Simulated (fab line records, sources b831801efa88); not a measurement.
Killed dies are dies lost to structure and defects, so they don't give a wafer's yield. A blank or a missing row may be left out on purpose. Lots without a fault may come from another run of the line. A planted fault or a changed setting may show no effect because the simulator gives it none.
A struck lot beside a sound one | flow sky130 | 19 steps out of a route of 708
Sound: wafers L337.1, L337.5, L337.6. Struck: wafers L351.3, L351.4, L351.6. The cause comes at the end.
At each step with rows: each side's tool, then ch and its chambers, then its first start. Under that, the readings that differ: sound wafers | struck wafers | difference of the means | sigmas: that difference in standard deviations of wafers without a fault.
alike: readings whose means differ by less than 2 such deviations, and words and numbers that are the same on both sides. not compared: withheld readings, readings that some wafer has no value for, bounds like >300 that may hide the same value, and numbers for which the record gives no deviation and whose values overlap.
The two part at a step that has a row with sigmas, a row that says differs or no value, or rows on one side only. Numbers that don't overlap but have no deviation are shown without sigmas and don't part them. A reading that every wafer of one side lacks parts them only if that side has two wafers or more.

first, 3 steps without rows for these wafers: SKY_POLY_CUT_EXPOSE_05 (exposes mask NPCM, target cd 270 nm); SKY_POLY_CUT_PEB_06; SKY_POLY_CUT_DEVELOP_07 (develop time 60 s).
SKY_POLY_CUT_CD_MEAS_08: target cd 270 nm.
  sound on cd_sem-02, day 25 00:08; struck on cd_sem-01, day 29 17:02
  alike: cd_nm
SKY_POLY_CUT_OVL_MEAS_09:
  sound on overlay-02, day 25 00:16; struck on overlay-01, day 29 17:08
  alike: POLY_CUT_OVL
SKY_POLY_CUT_ETCH_10: etches BARC in N2/H2, stops on SiO2, time 45.9 s, target depth 60 nm.
  sound on rie_diel-01 ch 0,1,3, day 25 00:18; struck on rie_diel-01 ch 2,3, day 29 17:09
  alike: drypump_motor_current_A, oes_product_au, throttle_valve_pct
  not compared: rf_hours_counter_h
SKY_POLY_CUT_ETCH_11: etches Si3N4 in CF4/CH2F2/Ar, stops on poly-Si, time 42.5 s, target depth 60 nm.
  sound on rie_diel-01 ch 0,1,3, day 25 00:20; struck on rie_diel-01 ch 2,3, day 29 17:11
  alike: drypump_motor_current_A, oes_product_au, throttle_valve_pct
  not compared: rf_hours_counter_h
SKY_POLY_CUT_STRIP_12: strips in O2/N2.
  sound on plasma_asher-03 ch 0,1, day 25 00:23; struck on plasma_asher-01 ch 0,1, day 29 17:16
  alike: drypump_motor_current_A, oes_product_au, strip_time_to_endpoint_s
  not compared: rf_hours_counter_h
then, 4 steps without rows for these wafers: SKY_SD_P_DEHYDRATE_00 (time 60 s); SKY_SD_P_HMDS_01 (prime time 60 s); SKY_SD_P_COAT_02 (resist thk 1140 nm); SKY_SD_P_SOFTBAKE_03 (time 60 s).
SKY_SD_P_EXPOSE_04: exposes mask PSDM, target cd 380 nm.
  sound on iline_stepper-02 ch 0, day 25 15:02; struck on iline_stepper-01 ch 0, day 30 07:34
  reading                      | sound             | struck            | difference | sigmas
  model.SD_P.overlay_x_nm (nm) | -0.74 -0.74 -0.74 | 55.41 55.41 55.41 | +56.15     |
  alike: mask
then, 2 steps without rows for these wafers: SKY_SD_P_PEB_05; SKY_SD_P_DEVELOP_06 (develop time 60 s).
SKY_SD_P_CD_MEAS_07: target cd 380 nm.
  sound on cd_sem-01, day 26 05:25; struck on cd_sem-02, day 30 21:01
  alike: cd_nm
SKY_SD_P_OVL_MEAS_08:
  sound on overlay-02, day 26 05:32; struck on overlay-01, day 30 21:06
  reading       | sound        | struck         | difference | sigmas
  SD_P_OVL (nm) | 0.0 0.8 -2.8 | 56.5 56.4 55.5 | +56.8      | +41
then, 2 steps without rows for these wafers: SKY_SD_P_IMPLANT_09; SKY_PAD_OPEN_PROBE_99.

WHERE THEY PART
Only at SKY_SD_P_OVL_MEAS_08, within this record.

WHY: what the simulator had put in
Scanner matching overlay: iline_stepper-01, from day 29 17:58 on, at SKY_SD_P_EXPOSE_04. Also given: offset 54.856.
